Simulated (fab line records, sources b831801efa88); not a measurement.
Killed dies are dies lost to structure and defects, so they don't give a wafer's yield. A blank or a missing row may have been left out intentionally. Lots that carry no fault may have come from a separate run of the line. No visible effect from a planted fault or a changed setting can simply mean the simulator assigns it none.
What tool caused it? | flow sky130 | 13 lots with 39 wafers sampled at 4 steps, on a route of 708 steps

== WHAT THE GAUGES SHOWED, per wafer ==
SKY_FIELD_ISO_BOW_MEAS_00.
lot  | measured    | on           | INCOMING_BOW (um)
L118 | day 1 15:02 | filmMetro-01 | 5 2 -9
L121 | day 2 06:04 | filmMetro-04 | 3 6 -6
L122 | day 2 11:01 | filmMetro-04 | -5 0 12
L123 | day 2 16:02 | filmMetro-04 | 0 -5 6
L124 | day 2 21:00 | filmMetro-04 | 9 14 -8
L125 | day 3 02:00 | filmMetro-03 | -7 -11 0
L126 | day 3 07:00 | filmMetro-04 | -8 8 1
L127 | day 3 12:00 | filmMetro-03 | 1 2 -11
L128 | day 3 17:01 | filmMetro-01 | -6 7 -4
L135 | day 5 04:00 | filmMetro-01 | 6 3 -2
L137 | day 5 14:00 | filmMetro-04 | 7 6 8
L139 | day 6 00:01 | filmMetro-03 | -3 -8 10
L140 | day 6 05:01 | filmMetro-01 | 19 11 1

SKY_NWELL_THK_MEAS_02.
lot  | measured    | on           | NWELL_OXIDATION_THK (nm)
L118 | day 2 22:08 | filmMetro-01 | 9.65 9.87 9.72
L121 | day 3 08:56 | filmMetro-03 | 9.89 9.91 10.01
L122 | day 3 15:02 | filmMetro-01 | 9.75 9.75 9.90
L123 | day 3 22:43 | filmMetro-02 | 9.86 10.04 9.91
L124 | day 4 03:59 | filmMetro-01 | 9.98 9.96 10.10
L125 | day 4 08:13 | filmMetro-02 | 9.49 9.50 9.69
L128 | day 4 22:42 | filmMetro-02 | 10.26 10.13 10.17
L135 | day 6 08:13 | filmMetro-01 | 10.27 10.32 10.29
L137 | day 6 20:52 | filmMetro-02 | 10.43 10.07 10.27
L139 | day 7 07:01 | filmMetro-03 | 9.88 9.92 9.81
L140 | day 7 09:55 | filmMetro-01 | 9.95 10.21 10.02

SKY_PWDE_OVL_MEAS_07.
lot  | measured    | on         | PWDE_OVL (nm)
L118 | day 4 06:27 | overlay-02 | -0.2 0.8 0.6
L121 | day 4 18:21 | overlay-01 | -2.1 -2.2 -2.9
L122 | day 5 00:23 | overlay-01 | -2.6 -0.9 -1.4
L123 | day 5 09:33 | overlay-02 | 0.9 -1.9 -0.1
L124 | day 5 15:25 | overlay-02 | -0.9 1.3 0.8
L125 | day 5 19:34 | overlay-01 | -0.3 -0.5 -1.8
L128 | day 6 12:02 | overlay-02 | 1.2 0.5 3.2
L135 | day 8 00:04 | overlay-02 | 0.3 -0.9 0.0
L137 | day 8 13:05 | overlay-02 | -0.4 -0.2 2.3
L139 | day 9 00:23 | overlay-02 | -1.4 -1.3 1.3
L140 | day 9 04:25 | overlay-01 | 0.5 0.3 1.3

== TOOL THAT RAN EACH LOT (tool first, then ch and the chambers of the sampled wafers, then the start) ==
lot  | SKY_FIELD_ISO_ETCH_17
L118 | rieSi-01 ch 0,2,3, day 2 12:16
L121 | rieSi-02 ch 0,2,3, day 3 02:51
L122 | rieSi-01 ch 1,3, day 3 07:42
L123 | rieSi-01 ch 0,3, day 3 11:46
L124 | rieSi-02 ch 0,1, day 3 18:39
L125 | rieSi-01 ch 1,2,3, day 3 22:06
L126 | rieSi-01 ch 1,2,3, day 4 03:31
L127 | rieSi-02 ch 0,2,3, day 4 10:28
L128 | rieSi-02 ch 1,3, day 4 16:03
L135 | rieSi-02 ch 0,2,3, day 6 02:15
L137 | rieSi-02 ch 0,3, day 6 13:46
L139 | rieSi-02 ch 0,1,2, day 6 23:00
L140 | rieSi-02 ch 1,2,3, day 7 04:21
- SKY_FIELD_ISO_ETCH_17: etches Si in HBr/Cl2/O2, target depth 342 nm, time 97.7 s.

== AS READ BY THE TOOLS THEMSELVES (means over the sampled wafers that have a number; for cases with no such wafer, the mark the record gives instead) ==
SKY_FIELD_ISO_ETCH_17.
lot  | tool     | HBr_flow_sccm (sccm) | O2_flow_sccm (sccm) | drypumpMotorCurrentA (A) | oesProductAu (a.u.) | throttleValvePct (%)
L118 | rieSi-01 | 150.3                | 6.018               | 5.8                      | 0.998               | 25.651
L121 | rieSi-02 | 149.8                | 5.992               | 5.7                      | 0.993               | 25.662
L122 | rieSi-01 | 150.0                | 5.966               | 5.3                      | 0.993               | 25.648
L123 | rieSi-01 | 150.1                | 6.002               | 5.9                      | 1.005               | 25.656
L124 | rieSi-02 | 149.9                | 5.987               | 5.5                      | 1.003               | 25.648
L125 | rieSi-01 | 150.3                | 6.014               | 5.5                      | 0.996               | 25.660
L126 | rieSi-01 | -                    | -                   | -                        | -                   | -
L127 | rieSi-02 | -                    | -                   | -                        | -                   | -
L128 | rieSi-02 | 149.8                | 6.000               | 6.1                      | 0.994               | 25.657
L135 | rieSi-02 | 150.0                | 6.003               | 5.7                      | 0.984               | 25.669
L137 | rieSi-02 | 149.8                | 5.994               | 5.6                      | 0.994               | 25.660
L139 | rieSi-02 | 150.1                | 5.998               | 5.5                      | 0.998               | 25.662
L140 | rieSi-02 | 150.3                | 6.003               | 5.8                      | 0.987               | 25.662

== THE ANSWER, worked out from the rows above alone ==
Rule: usual is defined by the lots themselves. The widest of any qualifying gaps counts: lots, ordered by their means at a reading, are off when they make up no more than a third of the lots, leave a main group of 4 or more, and stand apart from it by 3 or more times the standard deviation of that group's means. If all means in a main group match to the digits the tables above print for the reading, that group is not used. Also off: a lot with no number at a reading for which 4 or more lots have one. The other lots that the step has rows for count as sound. First the gauges in route order, then the tools' own readings, where a lot's mean is used as printed above. At the first step where some lot is off, the reading lying furthest off is the one used; lots without a number count as furthest.
Off: L126, L127, at SKY_FIELD_ISO_ETCH_17 (HBr_flow_sccm). Without a number there: L126, L127. The main group has a mean of 150.0 sccm with a standard deviation of 0.19.
If a tool, at that step or one of the process steps before it, ran each lot that is off and ran no sound lot following the first of them, it fits. None of those tried fits.

== WHAT WAS PUT IN BY THE SIMULATOR ==
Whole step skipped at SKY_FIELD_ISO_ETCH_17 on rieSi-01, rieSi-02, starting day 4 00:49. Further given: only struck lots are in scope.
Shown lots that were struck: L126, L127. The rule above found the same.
